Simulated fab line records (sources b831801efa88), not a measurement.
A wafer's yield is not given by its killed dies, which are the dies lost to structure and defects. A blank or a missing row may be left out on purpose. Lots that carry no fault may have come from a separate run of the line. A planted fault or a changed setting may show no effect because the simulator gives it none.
Chamber matching -- flow sky130 -- SKY_CONTACT_CMP_04 on cmp-02: 4 sister chambers
The step polishes SiO2. 8 wafers are shown with their chamber, then 7 later ones without.

## WAFERS WITH THEIR CHAMBER
wafer,chamber,motorCurrentA (A),timeToEndpointS (s)
L187.5,2,11.5,80
L190.5,1,12.1,75
L192.3,3,12.7,76
L194.3,1,12.7,78
L194.4,2,11.9,82
L194.6,0,12.0,79
L196.1,0,12.2,78
L196.2,3,12.7,82

## WAFERS WHOSE CHAMBER IS MISSING
wafer,motorCurrentA (A),timeToEndpointS (s)
L196.3,12.4,75
L198.1,12.5,81
L198.3,12.0,83
L198.4,13.1,84
L202.4,12.5,90
L202.5,12.6,79
L202.6,12.6,89

## CHAMBER TAKEN BY EACH
wafer,from the rows above,in truth
L196.3,can't be placed: 1 or 0 or 3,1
L198.1,can't be placed: 3 or 0 or 1 or 2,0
L198.3,can't be placed: 2 or 0 or 1 or 3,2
L198.4,can't be placed: 3 or 1 or 0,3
L202.4,can't be placed: 3 or 2 or 0 or 1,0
L202.5,can't be placed: 3 or 1 or 0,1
L202.6,can't be placed: 3 or 0 or 2 or 1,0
Correct placement for 0 of the 7. Unplaceable from these rows: 7, with the true chamber sitting among the candidates in 7. Wrongly placed: 0.
How it was worked out, from the rows above alone: a wafer's distance from a chamber is the root of the sum, over the readings, of the square of ((its reading less the chamber's mean) divided by the reading's scatter). The wafer belongs to the nearest chamber; if the next one is less than 2 further off, it can't be placed. Each chamber's mean is taken over the wafers shown for it. The scatter: the root of (the sum of the squares of (reading less its chamber's mean) over the shown wafers, divided by (wafers less chambers)).
